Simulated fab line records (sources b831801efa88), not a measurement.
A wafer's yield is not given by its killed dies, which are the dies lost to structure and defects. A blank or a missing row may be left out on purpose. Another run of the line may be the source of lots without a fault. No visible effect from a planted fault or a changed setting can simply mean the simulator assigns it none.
fab line records | flow sky130
record lots=5 wafers=15 lastDay=49
route steps=708 shown VT_ADJUST_LVTN@100 VT_ADJUST_NCORE@119
lots that met no fault: from a run of the same line without faults
startH: the number of hours between the record's first day and the start of the first shown wafer of the lot | waitH: hours from the lot's prior step to this one | " repeats the value in the row above | L1.1+2: one row covering several wafers at once | - no value present, or no start provided | * or withheld: withheld | < > ~ a bound
route shown NAME@n: a module of which the file shows steps, and the number in the route of the first | usual: the fault-free wafers' mean and standard deviation | same: alike in all rows | chamber/n: place in a boat | sites: the reading at each site | _std_site: standard deviation of those values | _edge_site: the outer-site mean with the inner-site mean subtracted | radiusMm: for every site, how far away it sits from the centre of the wafer | mask NAME#n: copy n | behind: the last tool/chamber to shape the wafer | hold: the reason the lot was held/the length of the hold in hours/how it ended | device: the n, p or np transistor that did not switch | end of line: tests run on the same wafers once the route is complete | for a step that has no rows: nothing shown but its recipe | killed: dies that structure and defects cost at the first sort, which is not the same as the wafer's yield | map: per-die view of a wafer (x killed, . not killed, _ where there is no die)
set.NAME: the setting as run; set.NAME@STEP: as run at that earlier step | model.NAME: the simulator's own value behind a step, which no gauge read
a table for each step, a row for each wafer; lots at some steps of the route
services: a tool's chamber out of use, with start hour (startH, from the record's first day; less than 0 if before it), hours out, and reason
## steps
# step SKY_VT_ADJUST_LVTN_SOFTBAKE_03
# recipe tempC=110 timeS=withheld
# step SKY_VT_ADJUST_LVTN_EXPOSE_04
# recipe maskId=NWM_COMPLEMENT_LESS_NATIVE na=0.6 sourceShape=conventional sigmaOuter=0.6 polarization=unpolarized targetCdNm=840 doseMj=194
# step SKY_VT_ADJUST_LVTN_PEB_05
# recipe tempC=115 timeS=withheld
# step SKY_VT_ADJUST_LVTN_DEVELOP_06
# recipe wallAngleDeg=90 developer=TMAH developTimeS=60 devTempC=23
# step SKY_VT_ADJUST_LVTN_OVL_MEAS_07
# usual VT_ADJUST_LVTN_OVL=-1.0/1.2
# columns lot.wafer tool chamber startH waitH VT_ADJUST_LVTN_OVL[nm]
L823.1 overlay-01 - 155.26 - 0.6
L823.3 " - " " -0.5
L823.6 " - " " -0.4
L824.1 overlay-01 - 162.76 - -1.4
L824.2 " - " " 2.2
L824.5 " - " " -1.8
L834.3 overlay-01 - 232.42 - -1.6
L834.4 " - " " -0.2
L834.6 " - " " -0.8
L838.1 overlay-02 - 267.32 - -2.7
L838.4 " - " " -1.9
L838.5 " - " " -0.6
L840.1 overlay-01 - 278.50 - -0.2
L840.3 " - " " -1.3
L840.5 " - " " -0.7
# step SKY_VT_ADJUST_LVTN_IMPLANT_08
# recipe species=B energyKev=30 doseCm2=1.57e+12 tiltDeg=withheld
# step SKY_VT_ADJUST_LVTN_STRIP_09
# recipe chemistry=O2/N2 powerW=1400 pressureMtorr=1500 platenTempC=withheld o2FlowSccm=3000 n2FlowSccm=300 overashFraction=0.5
# usual drypumpMotorCurrentA=5.42/0.17 oesProductAu=0.722/0.0046 stripTimeToEndpointS=36.98/0.097
# columns lot.wafer tool chamber startH waitH drypumpMotorCurrentA oesProductAu rfHoursCounterH stripTimeToEndpointS
L823.1 plasmaAsher-04 0 155.45 0.1 5.57 0.721 4 36.98
L823.3 " 0 " " 5.58 0.717 - 37.09
L823.6 " 1 " " 5.44 0.714 - 36.97
L824.1 plasmaAsher-01 1 162.95 0.1 5.34 0.731 49 36.86
L824.2 " 0 " " 5.26 0.723 49 36.83
L824.5 " 0 " " 5.26 0.721 - 36.85
L834.3 plasmaAsher-04 0 232.63 0.1 5.57 0.724 - 37.01
L834.4 " 1 " " 5.40 0.727 - 37.08
L834.6 " 1 " " 5.43 0.714 - 37.03
L838.1 plasmaAsher-02 0 267.50 0.1 5.84 0.715 44 37.04
L838.4 " 1 " " 5.56 0.708 - 37.14
L838.5 " 0 " " 5.81 0.720 - 36.90
L840.1 plasmaAsher-01 0 278.69 0.1 5.22 0.726 58 36.93
L840.3 " 0 " " 5.21 0.718 - 37.06
L840.5 " 1 " " 5.32 0.714 - 36.99
# step SKY_VT_ADJUST_LVTN_TW_MEAS_10
# usual VT_ADJUST_LVTN_TW=242.4/1.7
# columns lot.wafer tool chamber startH waitH VT_ADJUST_LVTN_TW
L823.1 filmMetro-04 - 155.55 0.1 242.5
L823.3 " - " " 242.0
L823.6 " - " " 241.5
L824.1 filmMetro-04 - 163.05 0.1 243.5
L824.2 " - " " 244.1
L824.5 " - " " 243.0
L834.3 filmMetro-03 - 232.72 0.1 243.9
L834.4 " - " " 244.5
L834.6 " - " " 244.8
L838.1 filmMetro-02 - 267.60 0.1 239.1
L838.4 " - " " 240.2
L838.5 " - " " 240.2
L840.1 filmMetro-04 - 278.79 0.1 242.9
L840.3 " - " " 243.9
L840.5 " - " " 242.2
# step SKY_VT_ADJUST_LVTN_DEHYDRATE_11
# recipe tempC=200 timeS=60
# step SKY_VT_ADJUST_LVTN_HMDS_12
# recipe primeTimeS=60 primeTempC=120
# step SKY_VT_ADJUST_LVTN_COAT_13
# recipe resist=NOVOLAK spinRpm=3000 resistThkNm=1140
# step SKY_VT_ADJUST_LVTN_SOFTBAKE_14
# recipe tempC=90 timeS=60 resist=NOVOLAK
# step SKY_VT_ADJUST_LVTN_EXPOSE_15
# recipe maskId=HVN_STD_DERIVED na=0.6 sourceShape=conventional sigmaOuter=0.6 polarization=unpolarized targetCdNm=600 doseMj=163
# same na=0.6
# columns lot.wafer tool chamber startH waitH mask
L823.1+3+6 ilineStepper-01 0 166.10 - HVN_STD_DERIVED#0
L824.1+2+5 ilineStepper-02 0 173.48 - HVTPM#0
L834.3+4+6 ilineStepper-01 0 244.05 - HVN_STD_DERIVED#0
L838.1+4+5 ilineStepper-01 0 279.96 - HVN_STD_DERIVED#0
L840.1+3+5 ilineStepper-02 0 291.03 - HVN_STD_DERIVED#0
# step SKY_VT_ADJUST_LVTN_PEB_16
# recipe tempC=withheld timeS=* resist=NOVOLAK
# step SKY_VT_ADJUST_LVTN_DEVELOP_17
# recipe resist=NOVOLAK developer=TMAH developTimeS=60 devTempC=23
# step SKY_VT_ADJUST_LVTN_OVL_MEAS_18
# usual VT_ADJUST_LVTN_01_OVL=-0.1/1.2
# columns lot.wafer tool chamber startH waitH VT_ADJUST_LVTN_01_OVL[nm]
L823.1 overlay-01 - 176.00 0.1 0.6
L823.3 " - " " 0.1
L823.6 " - " " -0.5
L824.1 overlay-02 - 183.15 0.1 -
L824.2 " - " " -
L824.5 " - " " -
L834.3 overlay-01 - 255.11 0.1 1.4
L834.4 " - " " -0.8
L834.6 " - " " 0.9
L838.1 overlay-02 - 292.45 0.1 -0.7
L838.4 " - " " 1.4
L838.5 " - " " 0.5
L840.1 overlay-01 - 303.50 0.1 -0.8
L840.3 " - " " 1.0
L840.5 " - " " 0.3
# step SKY_VT_ADJUST_LVTN_IMPLANT_19
# recipe species=B energyKev=30 doseCm2=6.5e+11 tiltDeg=withheld
# step SKY_VT_ADJUST_LVTN_STRIP_20
# recipe chemistry=O2/N2 powerW=1400 pressureMtorr=1500 platenTempC=withheld o2FlowSccm=3000 n2FlowSccm=300 overashFraction=0.5
# usual drypumpMotorCurrentA=5.49/0.16 oesProductAu=0.716/0.0046 stripTimeToEndpointS=14.19/0.036
# columns lot.wafer tool chamber startH waitH drypumpMotorCurrentA oesProductAu rfHoursCounterH stripTimeToEndpointS
L823.1 plasmaAsher-04 0 176.19 0.1 5.55 0.719 5 14.24
L823.3 " 1 " " 5.43 0.706 - 14.20
L823.6 " 1 " " 5.43 0.711 - 14.24
L824.1 plasmaAsher-04 1 183.49 0.2 5.40 0.719 6 14.19
L824.2 " 0 " " 5.56 0.717 6 14.18
L824.5 " 1 " " 5.41 0.724 - 14.20
L834.3 plasmaAsher-02 1 255.47 0.1 5.55 0.717 - 14.21
L834.4 " 0 " " 5.82 0.726 - 14.20
L834.6 " 1 " " 5.56 0.707 - 14.22
L838.1 plasmaAsher-04 0 292.64 0.1 5.61 0.717 18 14.20
L838.4 " 0 " " 5.59 0.718 - 14.17
L838.5 " 0 " " 5.60 0.714 - 14.16
L840.1 plasmaAsher-02 0 303.69 0.1 5.84 0.716 47 14.23
L840.3 " 1 " " 5.55 0.719 - 14.19
L840.5 " 1 " " 5.55 0.717 - 14.21
# step SKY_VT_ADJUST_LVTN_TW_MEAS_21
# usual VT_ADJUST_LVTN_2_TW=188.9/1.5
# columns lot.wafer tool chamber startH waitH VT_ADJUST_LVTN_2_TW
L823.1 filmMetro-03 - 176.29 0.1 191.5
L823.3 " - " " 191.5
L823.6 " - " " 191.9
L824.1 filmMetro-04 - 183.59 0.1 30.2
L824.2 " - " " 30.2
L824.5 " - " " 30.1
L834.3 filmMetro-03 - 255.56 0.1 189.4
L834.4 " - " " 189.3
L834.6 " - " " 188.8
L838.1 filmMetro-02 - 292.74 0.1 188.2
L838.4 " - " " 187.6
L838.5 " - " " 186.7
L840.1 filmMetro-03 - 303.79 0.1 188.8
L840.3 " - " " 190.9
L840.5 " - " " 190.0
# step SKY_VT_ADJUST_NCORE_DEHYDRATE_00
# recipe tempC=200 timeS=60
## services
# columns tool chamber startH hours kind
ilineStepper-01 0 133.45 - calibration
ilineStepper-01 - 153.73 1.7 pm
plasmaAsher-04 - 160.57 2.8 repair
ilineStepper-01 - 168.20 5.2 repair
ilineStepper-01 - 180.88 3.0 repair
ilineStepper-01 - 212.50 7.9 repair
ilineStepper-02 0 222.37 - calibration
plasmaAsher-01 - 247.52 18.3 repair
## key
firstSign step=SKY_VT_ADJUST_LVTN_EXPOSE_15 reading=mask direction=changed
effect step=SKY_VT_ADJUST_LVTN_OVL_MEAS_18 reading=VT_ADJUST_LVTN_01_OVL direction=missing
effect step=SKY_VT_ADJUST_LVTN_TW_MEAS_21 reading=VT_ADJUST_LVTN_2_TW direction=down sigmas=99+ usual=188.9 struck=30.2
metAt SKY_VT_ADJUST_LVTN_EXPOSE_15
struckWafers L824.1,L824.2,L824.5
sortLeftOut L824.1,L824.2,L824.5
testerLeftOut L824
fault kind=wrongMask tool=any chamber=- onsetH=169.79 steps=SKY_VT_ADJUST_LVTN_EXPOSE_15 auxCopy=HVTPM#0 scope=struckLotsOnly
# testerLeftOut: of these lots the tester's yield and bins aren't shown, on N5 and GAA mostly nor the transistor test; their killed dies are dies lost to structure and defects alone, not to doping, threshold or leakage, so they don't give the yield
# sortLeftOut: the simulated sort isn't trusted on such a fault, so these wafers' sort isn't shown, and their yield isn't known
